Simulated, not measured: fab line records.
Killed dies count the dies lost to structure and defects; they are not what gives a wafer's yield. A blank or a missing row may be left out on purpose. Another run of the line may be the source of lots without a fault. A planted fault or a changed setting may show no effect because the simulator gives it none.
Chamber matching    flow sfq_line    SFQ_TRILAYER_A5B_DEP_PECVD_129 on pecvd-04: 3 sister chambers
The step deposits SiO2 from SiH4/N2O, time 133.33 s, target thk 600 nm. 6 wafers are shown with their chamber, then 7 later ones without.

## WAFERS WITH THEIR CHAMBER
wafer   chamber  throttle_valve_pct (%)  heater_power_w (W)
L873.2  0        24.7                    67
L875.1  0        24.8                    59
L879.1  1        25.6                    75
L879.6  1        25.8                    61
L887.3  2        25.4                    86
L887.5  2        25.6                    85

## WAFERS WITH NO CHAMBER GIVEN
wafer   throttle_valve_pct (%)  heater_power_w (W)
L887.6  25.9                    74
L889.1  25.6                    90
L889.2  24.9                    70
L889.5  25.8                    90
L893.2  24.7                    71
L893.5  25.5                    88
L893.6  26.2                    60

## THE CHAMBER EACH PASSED THROUGH
wafer   from the rows above      in truth
L887.6  can't be placed: 1 or 2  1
L889.1  2                        2
L889.2  0                        0
L889.5  can't be placed: 2 or 1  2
L893.2  0                        0
L893.5  2                        2
L893.6  1                        1
Correct placement for 5 of the 7. Not placeable from these rows: 2 (in 2, the candidates include the true chamber). 0 placed wrongly.
How it was worked out, from the rows above alone: a wafer's distance from a chamber is the root of the sum, over the readings, of the square of ((its reading less the chamber's mean) divided by the reading's scatter). If the next closest chamber is less than 2 further off than the closest, the wafer can't be placed; otherwise it belongs to the closest. For every chamber, the mean is computed from those of its wafers that are shown. How the scatter is found: for the shown wafers, subtract from each reading the mean of its chamber, square and add these, divide the total by (wafers less chambers), then take the root.
